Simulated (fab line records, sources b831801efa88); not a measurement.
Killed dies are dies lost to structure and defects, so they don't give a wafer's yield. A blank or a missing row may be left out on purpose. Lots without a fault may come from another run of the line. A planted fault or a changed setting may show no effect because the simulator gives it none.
One fault seen from 2 desks | flow sky130 | each desk has only its own numbers; what lay behind them comes last

THE TOOL OWNER'S DESK: implanter-02
The tool's own readings at SKY_NWELL_IMPLANT_12: means of the sampled wafers that have a number, for each lot that ran on this tool. A lot is out of limits, marked OUT, if its mean lies more than 4 standard deviations from the usual mean; the brackets give that distance.
Columns: A = faraday_current_uA at SKY_NWELL_IMPLANT_12, usual 7.32
lot  | first seen here | A
L564 | day 5 21:06     | 7.37
L566 | day 6 07:49     | 7.33
L578 | day 9 09:20     | 7.36
L581 | day 10 07:03    | 7.26
This desk's finding: nothing out of limits on any of the 4 lots.

THE METROLOGY DESK
What the gauges read, lot by lot, whatever tool the lot ran on: means of the sampled wafers that have a number. A lot is out of limits, marked OUT, if its mean lies more than 4 standard deviations from the usual mean; the brackets give that distance. Of its 9 readings 7 are shown: those that lie furthest out on some lot.
Columns: A = PWDE_TW at SKY_PWDE_TW_MEAS_10, usual 376; B = NWELL_00_OVL at SKY_NWELL_OVL_MEAS_10, usual 1.5 nm; C = NWELL_TW at SKY_NWELL_TW_MEAS_15, usual 1835; D = NWELL_2_TW at SKY_NWELL_TW_MEAS_26, usual 500; E = NWELL_RS at SKY_NWELL_RS_MEAS_29, usual 624.1 ohm/sq; F = PWDE_RS at SKY_NWELL_RS_MEAS_31, usual 5276 ohm/sq; G = cd_nm at SKY_VT_ADJUST_HVTP_CD_MEAS_07, usual 379.6 nm
lot  | first seen here | A   | B    | C    | D   | E     | F    | G
L564 | day 5 03:09     | 371 | 3.0  | 1840 | 492 | 628.1 | 5304 | 383.1
L566 | day 5 13:16     | 379 | 0.7  | 1852 | 503 | 626.8 | 5292 | 379.5
L573 | day 7 07:41     | 380 | 0.2  | 1850 | 503 | 623.4 | 5285 | 381.0
L577 | day 8 05:18     | 376 | 0.7  | 1814 | 496 | 624.5 | 5257 | 379.6
L578 | day 8 12:02     | 375 | -0.1 | 1845 | 502 | 624.5 | 5251 | 376.9
L581 | day 9 08:10     | 373 | 2.6  | 1838 | 501 | 624.1 | 5262 | 379.3
This desk's finding: nothing out of limits on any of the 6 lots.

PUT TOGETHER
The tool owner's desk saw nothing out of limits.
The metrology desk saw nothing out of limits.

WHAT THE SIMULATOR HAD PUT IN
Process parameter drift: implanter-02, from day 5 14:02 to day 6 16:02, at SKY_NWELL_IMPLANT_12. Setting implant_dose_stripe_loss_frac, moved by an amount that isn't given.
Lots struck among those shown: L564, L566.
